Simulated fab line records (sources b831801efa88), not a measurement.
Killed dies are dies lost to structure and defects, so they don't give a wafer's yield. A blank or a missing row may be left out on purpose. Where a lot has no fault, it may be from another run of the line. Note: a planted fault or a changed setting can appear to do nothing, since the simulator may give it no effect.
The tool behind it: which one?    flow sky130    24 lots, 72 wafers sampled, at 6 steps of a route of 708

== WHAT THE GAUGES SHOWED, per wafer ==
SKY_POLY_CUT_CD_MEAS_08: the cd target is 270 nm.
lot   measured      on         cd_nm (nm)
L074  day 24 09:26  cd_sem-01  267.2 268.1 267.5
L075  day 24 12:13  cd_sem-01  269.1 270.9 269.8
L076  day 25 00:10  cd_sem-02  268.0 269.2 267.7
L077  day 25 09:17  cd_sem-02  269.1 269.0 270.7
L078  day 25 16:05  cd_sem-01  268.8 269.7 270.4
L079  day 25 22:38  cd_sem-01  269.7 270.0 270.0
L080  day 27 13:25  cd_sem-01  270.4 270.1 270.7
L081  day 27 13:58  cd_sem-01  267.1 268.8 268.6
L082  day 27 14:19  cd_sem-02  270.1 271.9 271.2
L084  day 27 14:41  cd_sem-01  269.9 270.0 269.2
L083  day 27 14:42  cd_sem-02  267.9 268.1 268.6
L085  day 28 07:56  cd_sem-01  267.6 269.3 268.9
L086  day 28 13:26  cd_sem-02  270.5 269.4 271.5
L088  day 28 23:44  cd_sem-01  271.7 272.0 271.9
L087  day 29 07:56  cd_sem-01  269.6 271.2 269.8
L089  day 29 16:19  cd_sem-02  271.1 272.0 270.1
L090  day 29 16:59  cd_sem-01  271.1 270.9 272.3
L091  day 29 21:39  cd_sem-02  268.7 270.1 268.5
L092  day 30 08:59  cd_sem-01  270.6 269.2 270.2
L093  day 30 11:59  cd_sem-01  273.3 271.7 272.0
L094  day 31 03:52  cd_sem-01  271.3 271.2 271.1
L095  day 31 07:19  cd_sem-02  269.6 269.5 269.7
L096  day 31 13:55  cd_sem-01  268.8 268.9 268.6
L097  day 31 18:46  cd_sem-02  268.6 267.5 268.3

SKY_PASSIVATION_THK_MEAS_01.
lot   measured      on             PASSIVATION_CVD_00_THK (nm)
L074  day 43 22:54  film_metro-03  87.9 87.9 91.0
L075  day 44 02:04  film_metro-02  87.7 89.3 89.1
L076  day 44 12:50  film_metro-03  88.0 89.6 91.0
L077  day 44 20:33  film_metro-02  88.6 90.5 89.2
L078  day 44 23:44  film_metro-03  89.5 88.7 90.0
L079  day 45 03:42  film_metro-02  89.7 91.7 91.5
L080  day 46 10:19  film_metro-02  89.8 88.5 90.1
L081  day 46 13:49  film_metro-02  90.3 91.5 91.2
L082  day 46 15:31  film_metro-02  88.3 90.3 89.6
L084  day 46 16:43  film_metro-03  89.9 90.8 90.6
L083  day 46 14:08  film_metro-01  90.9 90.3 90.0
L085  day 46 21:29  film_metro-01  90.0 92.6 92.1
L086  day 47 02:27  film_metro-01  90.0 90.0 90.7
L088  day 47 13:01  film_metro-01  90.8 91.3 90.6
L087  day 47 16:48  film_metro-02  91.5 91.5 92.1
L089  day 47 21:23  film_metro-03  88.5 88.9 90.8
L090  day 48 00:22  film_metro-02  90.0 89.7 90.8
L091  day 48 04:28  film_metro-02  90.6 90.5 91.2
L092  day 48 11:44  film_metro-01  89.2 90.3 91.1
L093  day 48 13:16  film_metro-03  90.4 90.5 91.1
L094  day 49 00:04  film_metro-03  89.7 88.9 90.8
L095  day 49 03:17  film_metro-02  89.5 91.3 90.2
L096  day 49 09:22  film_metro-02  89.7 91.9 91.6
L097  day 49 10:21  film_metro-02  89.7 89.5 90.4

== WHAT TOOL EACH LOT RAN ON (gives the tool, then ch and the chambers of the sampled wafers, and finally the start) ==
lot   SKY_METAL1_SPUTTER_01         SKY_METAL2_SPUTTER_01         SKY_METAL3_SPUTTER_02         SKY_VIA3_CMP_02
L074  pvd_sputter-04, day 31 18:21  pvd_sputter-04, day 34 03:01  pvd_sputter-02, day 36 09:58  cmp-01 ch 1,3, day 38 14:56
L075  pvd_sputter-04, day 31 21:40  pvd_sputter-03, day 34 07:08  pvd_sputter-04, day 36 15:14  cmp-01 ch 0,1,3, day 38 20:53
L076  pvd_sputter-02, day 32 05:30  pvd_sputter-04, day 34 14:08  pvd_sputter-01, day 36 22:30  cmp-01 ch 0,1,3, day 39 11:11
L077  pvd_sputter-01, day 32 15:42  pvd_sputter-03, day 34 23:59  pvd_sputter-01, day 37 07:34  cmp-01 ch 0,2,3, day 39 17:02
L078  pvd_sputter-02, day 32 21:18  pvd_sputter-04, day 35 05:11  pvd_sputter-02, day 37 12:49  cmp-01 ch 1,2,3, day 39 21:08
L079  pvd_sputter-04, day 33 04:35  pvd_sputter-04, day 35 12:55  pvd_sputter-01, day 37 19:59  cmp-01 ch 2,3, day 39 23:47
L080  pvd_sputter-02, day 34 16:01  pvd_sputter-04, day 36 23:43  pvd_sputter-02, day 39 11:50  cmp-01 ch 0,2,3, day 41 11:16
L081  pvd_sputter-01, day 34 16:56  pvd_sputter-04, day 37 00:53  pvd_sputter-04, day 39 13:20  cmp-01 ch 0,1,2, day 41 14:33
L082  pvd_sputter-04, day 34 17:24  pvd_sputter-02, day 37 01:02  pvd_sputter-01, day 39 14:50  cmp-01 ch 1,2,3, day 41 16:55
L084  pvd_sputter-04, day 34 18:25  pvd_sputter-04, day 37 02:43  pvd_sputter-04, day 39 15:26  cmp-02 ch 0,1,2, day 41 17:13
L083  pvd_sputter-01, day 34 17:43  pvd_sputter-03, day 37 01:25  pvd_sputter-04, day 39 14:32  cmp-01 ch 1,2, day 41 15:32
L085  pvd_sputter-02, day 35 09:36  pvd_sputter-03, day 37 16:26  pvd_sputter-01, day 39 22:20  cmp-01 ch 0,3, day 41 23:23
L086  pvd_sputter-01, day 35 13:22  pvd_sputter-04, day 37 20:46  pvd_sputter-04, day 40 04:36  cmp-01 ch 1,2,3, day 42 06:36
L088  pvd_sputter-04, day 36 00:42  pvd_sputter-04, day 38 07:58  pvd_sputter-04, day 40 16:47  cmp-02 ch 0,1,2, day 42 18:28
L087  pvd_sputter-01, day 36 07:34  pvd_sputter-04, day 38 13:50  pvd_sputter-02, day 40 20:14  cmp-02 ch 0,2, day 42 22:22
L089  pvd_sputter-02, day 36 15:34  pvd_sputter-03, day 38 22:34  pvd_sputter-04, day 41 01:20  cmp-01 ch 1,2, day 43 03:21
L090  pvd_sputter-04, day 36 16:24  pvd_sputter-03, day 39 05:25  pvd_sputter-01, day 41 06:13  cmp-01 ch 1,2, day 43 08:41
L091  pvd_sputter-01, day 36 20:39  pvd_sputter-04, day 39 11:13  pvd_sputter-02, day 41 11:38  cmp-01 ch 0,1, day 43 12:19
L092  pvd_sputter-02, day 37 06:20  pvd_sputter-04, day 39 16:55  pvd_sputter-02, day 41 19:19  cmp-01 ch 0,2,3, day 43 20:48
L093  pvd_sputter-04, day 37 09:46  pvd_sputter-04, day 39 18:25  pvd_sputter-01, day 41 21:44  cmp-01 ch 0,1, day 43 22:12
L094  pvd_sputter-04, day 38 00:46  pvd_sputter-03, day 40 09:40  pvd_sputter-01, day 42 12:17  cmp-02 ch 0,2,3, day 44 11:48
L095  pvd_sputter-04, day 38 03:15  pvd_sputter-02, day 40 12:35  pvd_sputter-02, day 42 15:44  cmp-01 ch 2,3, day 44 15:26
L096  pvd_sputter-01, day 38 11:45  pvd_sputter-02, day 40 19:00  pvd_sputter-01, day 42 23:34  cmp-01 ch 0,1, day 44 21:51
L097  pvd_sputter-01, day 38 15:07  pvd_sputter-04, day 40 21:37  pvd_sputter-01, day 43 00:14  cmp-02 ch 0,1,2, day 44 22:46
- SKY_METAL1_SPUTTER_01: material TiN, target thk 20 nm, time 16.7 s.
- SKY_METAL2_SPUTTER_01: material TiN, target thk 20 nm, time 16.7 s.
- SKY_METAL3_SPUTTER_02: material AlCu, target thk 735 nm, time 39.1 s.
- SKY_VIA3_CMP_02: polishes SiO2.

== WHAT THE TOOLS THEMSELVES READ (means of the sampled wafers that have a number; where no wafer has one, the mark that the record gives instead) ==
SKY_METAL1_SPUTTER_01.
lot   tool            throttle_valve_pct (%)
L074  pvd_sputter-04  30.7
L075  pvd_sputter-04  29.3
L076  pvd_sputter-02  29.5
L077  pvd_sputter-01  30.9
L078  pvd_sputter-02  29.7
L079  pvd_sputter-04  30.2
L080  pvd_sputter-02  29.6
L081  pvd_sputter-01  29.7
L082  pvd_sputter-04  30.3
L084  pvd_sputter-04  29.8
L083  pvd_sputter-01  29.9
L085  pvd_sputter-02  29.5
L086  pvd_sputter-01  30.5
L088  pvd_sputter-04  30.2
L087  pvd_sputter-01  30.1
L089  pvd_sputter-02  29.7
L090  pvd_sputter-04  29.5
L091  pvd_sputter-01  29.5
L092  pvd_sputter-02  29.4
L093  pvd_sputter-04  29.3
L094  pvd_sputter-04  30.4
L095  pvd_sputter-04  29.7
L096  pvd_sputter-01  30.4
L097  pvd_sputter-01  30.7

SKY_METAL2_SPUTTER_01.
lot   tool            throttle_valve_pct (%)
L074  pvd_sputter-04  30.6
L075  pvd_sputter-03  30.3
L076  pvd_sputter-04  29.4
L077  pvd_sputter-03  30.0
L078  pvd_sputter-04  30.1
L079  pvd_sputter-04  30.5
L080  pvd_sputter-04  30.1
L081  pvd_sputter-04  30.3
L082  pvd_sputter-02  29.3
L084  pvd_sputter-04  29.9
L083  pvd_sputter-03  30.3
L085  pvd_sputter-03  30.0
L086  pvd_sputter-04  30.4
L088  pvd_sputter-04  30.3
L087  pvd_sputter-04  29.5
L089  pvd_sputter-03  30.1
L090  pvd_sputter-03  30.1
L091  pvd_sputter-04  30.3
L092  pvd_sputter-04  29.5
L093  pvd_sputter-04  28.7
L094  pvd_sputter-03  29.9
L095  pvd_sputter-02  29.2
L096  pvd_sputter-02  29.3
L097  pvd_sputter-04  30.4

SKY_METAL3_SPUTTER_02.
lot   tool            throttle_valve_pct (%)
L074  pvd_sputter-02  29.7
L075  pvd_sputter-04  30.3
L076  pvd_sputter-01  29.9
L077  pvd_sputter-01  30.7
L078  pvd_sputter-02  29.8
L079  pvd_sputter-01  30.3
L080  pvd_sputter-02  29.4
L081  pvd_sputter-04  30.2
L082  pvd_sputter-01  30.7
L084  pvd_sputter-04  28.8
L083  pvd_sputter-04  29.7
L085  pvd_sputter-01  30.0
L086  pvd_sputter-04  29.2
L088  pvd_sputter-04  30.6
L087  pvd_sputter-02  29.3
L089  pvd_sputter-04  29.5
L090  pvd_sputter-01  30.7
L091  pvd_sputter-02  29.6
L092  pvd_sputter-02  29.5
L093  pvd_sputter-01  29.3
L094  pvd_sputter-01  30.7
L095  pvd_sputter-02  30.1
L096  pvd_sputter-01  29.7
L097  pvd_sputter-01  30.2

SKY_VIA3_CMP_02.
lot   tool    head_pressure_psi (psi)  motor_current_A (A)
L074  cmp-01  3.993                    11.8
L075  cmp-01  3.999                    11.6
L076  cmp-01  3.993                    11.6
L077  cmp-01  3.993                    12.5
L078  cmp-01  4.000                    12.1
L079  cmp-01  4.006                    12.3
L080  cmp-01  3.998                    12.9
L081  cmp-01  3.999                    11.9
L082  cmp-01  3.992                    11.7
L084  cmp-02  4.008                    11.2
L083  cmp-01  3.992                    10.9
L085  cmp-01  4.002                    12.2
L086  cmp-01  4.000                    11.9
L088  cmp-02  3.998                    11.1
L087  cmp-02  3.995                    11.2
L089  cmp-01  4.000                    11.6
L090  cmp-01  3.998                    12.1
L091  cmp-01  3.995                    11.2
L092  cmp-01  4.005                    12.5
L093  cmp-01  4.009                    11.2
L094  cmp-02  4.004                    11.6
L095  cmp-01  3.998                    12.7
L096  cmp-01  3.992                    11.7
L097  cmp-02  4.009                    11.1

== THE ANSWER, worked out from the rows above alone ==
Rule: the lots themselves supply what counts as usual. The widest of any qualifying gaps counts: lots, ordered by their means at a reading, are off when they make up no more than a third of the lots, leave a main group of 4 or more, and stand apart from it by 3 or more times the standard deviation of that group's means. The tables above print the reading to a certain number of digits; a main group whose means all agree to those digits is not used. A lot without any number at a reading at which 4 lots or more have one is off too. All remaining lots with rows at the step are treated as sound. After the gauges, taken in route order, come the tools' own readings; for these a lot's mean is taken, as printed above. The first step at which some lot is off is used, and at that step the reading that is off furthest; a lot without a number counts as furthest.
No lot is off at any reading shown: from this, nothing can be told.

== WHAT WAS PUT IN BY THE SIMULATOR ==
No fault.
